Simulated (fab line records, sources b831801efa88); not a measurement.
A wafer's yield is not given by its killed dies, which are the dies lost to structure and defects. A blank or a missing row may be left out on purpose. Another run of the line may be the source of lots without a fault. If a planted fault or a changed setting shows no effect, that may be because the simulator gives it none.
A struck lot beside a sound one + flow sky130 + 15 steps out of a route of 708
Sound: these wafers, L584.3, L584.4, L584.5. Struck: wafers L595.4, L595.5 (left out: L595.1, a lot-mate that was not struck); the cause follows at the end.
For every step that has rows: the tool of each side, followed by ch and its chambers, followed by its first start. Under that, the readings that differ: sound wafers + struck wafers + difference of the means + sigmas: that difference in standard deviations of wafers without a fault.
alike: readings whose means differ by less than 2 such deviations, and words and numbers that are the same on both sides. not compared: withheld readings, readings that some wafer has no value for, bounds like >300 that may hide the same value, and numbers for which the record gives no deviation and whose values overlap.
Wherever a step has rows on one side only, a row that says differs or no value, or a row with sigmas, the two part there. Numbers that have no deviation but don't overlap get no sigmas and don't part them. A reading missing from all wafers of one side parts the sides only when that side holds two or more wafers.

SKY_VIA1_CD_MEAS_12 targets a cd of 150 nm.
  sound on cdSem-01 at day 34 22:00; struck on cdSem-01 at day 38 03:37
| reading   | sound             | struck      | difference | sigmas |
|-----------|-------------------|-------------|------------|--------|
| cdNm (nm) | 149.6 150.3 151.0 | 146.4 145.9 | -4.2       | -2     |
SKY_VIA1_OVL_MEAS_13:
  sound on overlay-02 at day 34 22:05; struck on overlay-01 at day 38 03:44
  alike: VIA1_OVL
SKY_VIA1_ETCH_14: etches BARC in N2/H2, stops on SiO2, time 45.9 s, target depth 60 nm.
  sound on rieDiel-03 ch 0,2,3, day 34 22:07; struck on rieDiel-04 ch 1,3, day 38 03:47
  alike: drypumpMotorCurrentA, oesProductAu, throttleValvePct
  not compared: rfHoursCounterH
then, 1 step without rows for these wafers: SKY_VIA1_ETCH_15 (etches SiO2 in C4F8/O2/Ar, stops on TiN, target depth 351 nm, time 54 s).
SKY_VIA1_STRIP_16: strips in O2/N2.
  sound on plasmaAsher-01 ch 0,1, day 34 22:14; struck on plasmaAsher-01 ch 1, day 38 03:52
  alike: drypumpMotorCurrentA, oesProductAu, stripTimeToEndpointS
  not compared: rfHoursCounterH
then, 3 steps without rows for these wafers: SKY_VIA1_STRIP_17 (strips in post etch residue remover, time 1200 s); SKY_VIA1_CLEAN_18 (cleans in IPA, time 180 s); SKY_VIA1_CLEAN_19 (cleans in O3/DIW).
SKY_VIA1_SPUTTER_20: material TiN, target thk 20 nm, time 80 s.
  sound on pvdSputter-01 at day 34 22:47; struck on pvdSputter-04 at day 38 04:37
  alike: chamberPressurePa, throttleValvePct
SKY_VIA1_CVD_21: deposits W, target thk 270 nm, time 80.902 s.
  sound on cvdW-01 ch 0,1, day 34 22:53; struck on cvdW-02 ch 0, day 38 04:41
  alike: heaterPowerW
SKY_VIA1_RS_MEAS_22: measurement is done with a four-point probe.
  sound on filmMetro-02 at day 34 22:59; struck on filmMetro-04 at day 38 04:47
  alike: VIA1_W_RS
SKY_VIA1_THK_MEAS_23: measures by xrf.
  sound on filmMetro-02 at day 34 23:05; struck on filmMetro-04 at day 38 04:54
  alike: VIA1_W_THK
SKY_VIA1_CMP_24: polishes, stops on SiO2, t overpolish 15 s, target thk 0 nm.
  sound on cmp-02 ch 2,3, day 34 23:08; struck on cmp-02 ch 0,2, day 38 05:01
| reading             | sound                | struck      | difference | sigmas      |
|---------------------|----------------------|-------------|------------|-------------|
| overpolishRunS (s)  | 15.004 15.002 15.008 | 0.043 0.041 | -14.963    | -99 or more |
| timeToEndpointS (s) | 61.0 61.1 64.2       | 104.1 104.5 | +42.2      | +16         |
  alike: motorCurrentA, slurryFilterDpKPa
SKY_METAL2_SPUTTER_00: material Ti, target thk 15 nm, time 10 s.
  rows exist in the record for the sound wafers here (pvdSputter-02, day 34 23:26), none for the struck ones
-- the record jumps here: 11 days lie between the struck wafers' starts before and after (it left off in module METAL2 and takes up again in module PAD_OPEN, whose first step shown is number 708 of the route) --
SKY_PAD_OPEN_PROBE_99:
  sound on prober-02 at day 46 12:59; struck on prober-01 at day 48 22:59
| reading                  | sound          | struck                                          | difference                   | sigmas      |
|--------------------------|----------------|-------------------------------------------------|------------------------------|-------------|
| hold                     | - - -          | awaitDispo/3.1h/release awaitDispo/3.1h/release | no value on the sound wafers |             |
| defectLimitedYield (%)   | 81.1 79.7 81.9 | 0 0                                             | -81                          | -45         |
| killed_at_M0_to_M3       | 42 42 43       | 449 448                                         | +406                         | +60         |
| killedDies               | 93 100 89      | 492 492                                         | +398                         | +45         |
| killedOnRim              | 17 21 24       | 96 96                                           | +75                          | +21         |
| sort_bin_3_pad_short (%) | 0.4 0.6 1.0    | 83.1 84.1                                       | +82.9                        | +99 or more |
| sortNPass                | 399 392 403    | 0 0                                             | -398                         | -45         |
| sortYieldPct (%)         | 81.1 79.7 81.9 | 0 0                                             | -81                          | -45         |
  alike: killed_at_M4_up, killedAtContacts, killedAtFrontEnd, killedAtOther, killedOpen, killedShort, sort_bin_5_function, sort_bin_6_memory

WHERE THEY PART
Earliest at SKY_VIA1_CD_MEAS_12; latest, in this record, at SKY_PAD_OPEN_PROBE_99.

WHY: whatever the simulator had introduced
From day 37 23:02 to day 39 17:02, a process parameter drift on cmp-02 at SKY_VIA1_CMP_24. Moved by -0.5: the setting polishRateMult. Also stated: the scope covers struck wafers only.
